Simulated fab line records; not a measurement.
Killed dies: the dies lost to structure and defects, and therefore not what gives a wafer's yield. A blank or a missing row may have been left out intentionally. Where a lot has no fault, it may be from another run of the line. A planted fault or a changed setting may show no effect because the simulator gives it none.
Which tool did it? | flow sky130 | Sampling: 12 lots, 36 wafers, 3 of 708 route steps

## WHAT THE GAUGES READ, wafer by wafer
SKY_METAL1_THK_MEAS_06: measures by xrf.
lot  | measured     | on            | METAL1_ALCU_THK (nm)
L075 | day 31 06:50 | film_metro-04 | 243 242 244
L077 | day 32 03:27 | film_metro-01 | 240 242 237
L079 | day 33 05:17 | film_metro-04 | 240 244 240
L081 | day 33 14:38 | film_metro-01 | 250 251 252
L083 | day 34 06:51 | film_metro-04 | 244 246 242
L086 | day 35 04:52 | film_metro-03 | 239 243 240
L087 | day 35 17:38 | film_metro-03 | 249 245 246
L089 | day 36 07:20 | film_metro-04 | 245 246 248
L091 | day 36 20:29 | film_metro-03 | 249 247 248
L093 | day 39 05:05 | film_metro-03 | 242 244 244
L094 | day 39 07:44 | film_metro-01 | 241 240 246
L095 | day 39 11:16 | film_metro-03 | 248 247 249

## TOOL THAT RAN EACH LOT (tool first, then ch and the chambers of the sampled wafers, then the start)
lot  | SKY_POLY_CUT_ETCH_11               | SKY_CONTACT_CMP_27
L075 | rie_diel-01 ch 0,1,3, day 23 17:56 | cmp-01 ch 0,2,3, day 31 06:20
L077 | rie_diel-01 ch 0,2,3, day 24 17:37 | cmp-01 ch 0,1,3, day 32 02:53
L079 | rie_diel-04 ch 0,1, day 25 21:22   | cmp-02 ch 0,1,2, day 33 04:50
L081 | rie_diel-04 ch 0,1, day 26 09:43   | cmp-02 ch 1,2,3, day 33 14:10
L083 | rie_diel-04 ch 0,2,3, day 27 00:52 | cmp-02 ch 0,1,2, day 34 06:20
L086 | rie_diel-01 ch 1,3, day 28 01:58   | cmp-02 ch 0,1,2, day 35 04:23
L087 | rie_diel-01 ch 1,3, day 28 13:46   | cmp-01 ch 1,2, day 35 17:05
L089 | rie_diel-03 ch 0,3, day 29 07:01   | cmp-01 ch 0,2, day 36 06:46
L091 | rie_diel-03 ch 0,3, day 29 21:07   | cmp-01 ch 1,2, day 36 19:56
L093 | rie_diel-04 ch 2,3, day 32 08:31   | cmp-02 ch 2,3, day 39 04:31
L094 | rie_diel-01 ch 1,3, day 32 13:04   | cmp-02 ch 1,2,3, day 39 07:10
L095 | rie_diel-01 ch 1,2,3, day 32 16:28 | cmp-02 ch 1,2,3, day 39 10:45
- SKY_POLY_CUT_ETCH_11: etches Si3N4 in CF4/CH2F2/Ar, stops on poly-Si, time 42.5 s, target depth 60 nm.
- SKY_CONTACT_CMP_27: polishes, stops on SiO2, t overpolish 15 s, target thk 0 nm.

## THE ANSWER, worked out from the rows above alone
Rule: usual is defined by the lots themselves. The widest of any qualifying gaps counts: lots, ordered by their means at a reading, are off when they make up no more than a third of the lots, leave a main group of 4 or more, and stand apart from it by 3 or more times the standard deviation of that group's means. A main group whose means are all the same, to the digits that the tables above print for the reading, isn't used. Also off: a lot with no number at a reading for which 4 or more lots have one. All remaining lots with rows at the step are treated as sound.
None of the lots is off at any reading shown; this tells nothing.

## WHAT WAS PUT IN BY THE SIMULATOR
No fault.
